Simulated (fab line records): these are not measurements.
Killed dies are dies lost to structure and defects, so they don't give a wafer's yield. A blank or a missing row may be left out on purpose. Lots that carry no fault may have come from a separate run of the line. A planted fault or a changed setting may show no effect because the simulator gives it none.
Matching of chambers ; flow sky130 ; cmp-01 running SKY_FIELD_ISO_CMP_27: 4 sister chambers
The step polishes, stops on Si3N4, t overpolish 16 s, target thk 457.8 nm. 4 wafers are shown with their chamber, then 9 later ones without.

## EACH WAFER AND ITS CHAMBER
wafer;chamber;motor_current_A (A)
L325.5;1;10.7
L335.2;2;12.9
L335.3;0;12.1
L335.5;3;13.0

## WAFERS MISSING THEIR CHAMBER
wafer;motor_current_A (A)
L336.1;11.0
L336.2;12.1
L336.3;12.2
L339.2;12.4
L339.3;10.6
L339.5;11.2
L340.1;11.0
L340.5;12.4
L340.6;12.6

## WHICH CHAMBER EACH WENT THROUGH
wafer;from the rows above;in truth
L336.1;1;1
L336.2;0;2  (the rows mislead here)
L336.3;0;0
L339.2;can't be placed: 0 or 2 or 3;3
L339.3;1;1
L339.5;can't be placed: 1 or 0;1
L340.1;1;1
L340.5;can't be placed: 0 or 2 or 3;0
L340.6;can't be placed: 2 or 3 or 0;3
Placed correctly: 4 of 9. Cannot be placed on the basis of these rows: 4; the candidates contain the true chamber in 4. Number placed wrongly: 1.
How it was worked out, from the rows above alone: a wafer's distance from a chamber is the root of the sum, over the readings, of the square of ((its reading less the chamber's mean) divided by the reading's scatter). If the next closest chamber is less than 2 further off than the closest, the wafer can't be placed; otherwise it belongs to the closest. The mean given for a chamber averages the wafers shown for that chamber. The scatter: root of mean squared gap, hidden wafer to nearest shown wafer, with one shown wafer a chamber.
